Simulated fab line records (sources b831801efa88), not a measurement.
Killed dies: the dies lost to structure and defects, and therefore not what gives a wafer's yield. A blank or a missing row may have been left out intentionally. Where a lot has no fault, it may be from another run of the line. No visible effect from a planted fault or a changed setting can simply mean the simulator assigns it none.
Chamber matching    flow gf180mcu    cmp-02 running GF_V5_CMP_04: 4 sister chambers
The step polishes SiO2. 39 wafers are shown with their chamber, then 12 later ones without.

== EACH WAFER AND ITS CHAMBER ==
wafer   chamber  motor_current_A (A)
L074.1  1        11.0
L074.3  0        13.2
L074.6  1        10.7
L075.1  0        13.8
L075.4  3        12.1
L075.6  1        10.6
L077.1  1        10.9
L077.2  3        12.7
L077.6  1        11.0
L077.3  2        14.9
L077.4  0        12.9
L077.5  2        14.7
L080.1  2        15.3
L080.5  0        13.1
L080.6  1        11.1
L081.3  1        10.7
L081.4  2        15.7
L081.5  3        12.4
L082.2  1        10.8
L082.3  0        13.3
L082.4  2        14.9
L083.1  3        11.9
L083.3  2        14.8
L083.4  0        13.4
L089.4  2        13.9
L089.5  2        14.4
L089.6  3        11.6
L089.1  0        12.8
L089.2  1        10.7
L089.3  3        12.1
L090.2  0        13.8
L090.3  2        14.5
L090.5  0        13.4
L090.1  3        12.3
L090.4  1        10.9
L090.6  1        10.4
L092.1  3        12.1
L092.3  0        12.9
L092.4  1        10.9

SIGNATURES (averages over the wafers above)
reading          chamber 0  chamber 1  chamber 2  chamber 3  scatter within a chamber
motor_current_A  13.260     10.808     14.789     12.150     0.357
Rule: a wafer's distance from a chamber is the root of the sum, over the readings, of the square of ((its reading less the chamber's mean) divided by the reading's scatter). If the next closest chamber is less than 2 further off than the closest, the wafer can't be placed; otherwise it belongs to the closest. The scatter: the root of (the sum of the squares of (reading less its chamber's mean) over the shown wafers, divided by (wafers less chambers)).

== WAFERS MISSING THEIR CHAMBER ==
wafer   motor_current_A (A)
L093.1  15.3
L093.2  10.7
L093.4  12.3
L093.3  13.0
L093.5  16.2
L093.6  11.7
L095.1  12.7
L095.2  15.4
L095.3  12.8
L097.2  12.5
L097.4  12.1
L097.5  11.1

== CHAMBER TAKEN BY EACH ==
wafer   from the rows above      in truth
L093.1  2                        2
L093.2  1                        1
L093.4  3                        3
L093.3  can't be placed: 0 or 3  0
L093.5  2                        2
L093.6  can't be placed: 3 or 1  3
L095.1  can't be placed: 3 or 0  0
L095.2  2                        2
L095.3  can't be placed: 0 or 3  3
L097.2  can't be placed: 3 or 0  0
L097.4  3                        3
L097.5  1                        1
Correctly placed: 7 of 12. These rows do not allow placing 5 (true chamber among the candidates in 5). Number placed wrongly: 0.
